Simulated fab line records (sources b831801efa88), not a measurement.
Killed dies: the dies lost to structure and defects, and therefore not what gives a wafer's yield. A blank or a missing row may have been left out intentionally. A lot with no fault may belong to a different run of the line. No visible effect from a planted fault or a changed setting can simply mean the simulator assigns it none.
Matching of chambers ; flow sky130 ; SKY_SONOS_ONO_ETCH_15 on rie-diel-02: 4 sister chambers
The step etches the open film in CHF3/O2, target depth 19.52 nm, time 7.8 s. 8 wafers are shown with their chamber, then 11 later ones without.

== WAFERS PAIRED WITH THEIR CHAMBERS ==
wafer;chamber;oes-product-au (a.u.);throttle-valve-pct (%)
L077.2;0;0.991;8.810
L080.1;3;1.003;8.819
L081.1;3;1.000;8.858
L081.5;1;0.998;8.839
L085.2;0;0.988;8.825
L085.5;2;0.999;8.813
L085.6;1;0.994;8.814
L087.1;2;1.002;8.838

== WAFERS MISSING THEIR CHAMBER ==
wafer;oes-product-au (a.u.);throttle-valve-pct (%)
L087.3;1.000;8.847
L087.6;1.000;8.821
L089.2;1.010;8.815
L089.5;1.009;8.827
L089.6;0.994;8.824
L090.3;0.998;8.838
L090.5;0.999;8.826
L090.6;1.007;8.823
L094.1;0.990;8.825
L094.3;0.984;8.814
L094.4;1.008;8.831

== WHICH CHAMBER EACH WENT THROUGH ==
wafer;from the rows above;in truth
L087.3;can't be placed: 3 or 2 or 1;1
L087.6;can't be placed: 2 or 3 or 1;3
L089.2;can't be placed: 3 or 2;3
L089.5;can't be placed: 3 or 2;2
L089.6;can't be placed: 1 or 0 or 2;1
L090.3;can't be placed: 1 or 2 or 3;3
L090.5;can't be placed: 2 or 3 or 1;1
L090.6;can't be placed: 3 or 2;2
L094.1;0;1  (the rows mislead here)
L094.3;0;0
L094.4;can't be placed: 3 or 2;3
Placed correctly: 1 of 11. Unplaceable from these rows: 9, with the true chamber sitting among the candidates in 9. 1 placed wrongly.
How it was worked out, from the rows above alone: a wafer's distance from a chamber is the root of the sum, over the readings, of the square of ((its reading less the chamber's mean) divided by the reading's scatter). The wafer belongs to the nearest chamber; if the next one is less than 2 further off, it can't be placed. The mean given for a chamber averages the wafers shown for that chamber. The scatter is the square root of a quotient: the sum, over the shown wafers, of each reading's squared deviation from its chamber's mean, divided by wafers minus chambers.
